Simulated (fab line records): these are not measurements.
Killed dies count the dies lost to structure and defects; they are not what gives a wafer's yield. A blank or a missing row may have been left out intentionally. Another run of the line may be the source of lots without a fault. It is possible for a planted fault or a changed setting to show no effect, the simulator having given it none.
The tool behind it: which one?    flow gf180mcu    21 wafers sampled from 7 lots at 1 step of a route of 602

== WHAT THE GAUGES SHOWED, per wafer ==
GF_STI_CD_MEAS_12: target cd 220 nm.
lot   measured     on         cd_nm (nm)
L319  day 2 20:34  cd_sem-01  219.2 217.7 219.4
L322  day 3 13:22  cd_sem-01  220.4 221.0 220.0
L324  day 3 22:52  cd_sem-02  220.7 220.1 221.3
L327  day 4 14:48  cd_sem-02  220.0 221.3 219.8
L333  day 5 23:01  cd_sem-02  221.3 222.6 221.9
L336  day 6 13:50  cd_sem-01  219.4 218.1 219.1
L338  day 7 00:05  cd_sem-01  221.2 221.1 221.7

== EACH LOT AND THE TOOL THAT RAN IT (in order: tool; ch and the chambers of the sampled wafers; start) ==
The record holds no process step before these readings.

== THE ANSWER, worked out from the rows above alone ==
Rule: usual is defined by the lots themselves. The widest of any qualifying gaps counts: lots, ordered by their means at a reading, are off when they make up no more than a third of the lots, leave a main group of 4 or more, and stand apart from it by 3 or more times the standard deviation of that group's means. Not used: any main group whose means are identical at the precision the tables above print for the reading. Also off: a lot with no number at a reading for which 4 or more lots have one. Where the step has rows for the other lots, those lots are counted as sound.
Nothing can be told from this: no lot is off at any reading shown.

== WHAT WAS PUT IN BY THE SIMULATOR ==
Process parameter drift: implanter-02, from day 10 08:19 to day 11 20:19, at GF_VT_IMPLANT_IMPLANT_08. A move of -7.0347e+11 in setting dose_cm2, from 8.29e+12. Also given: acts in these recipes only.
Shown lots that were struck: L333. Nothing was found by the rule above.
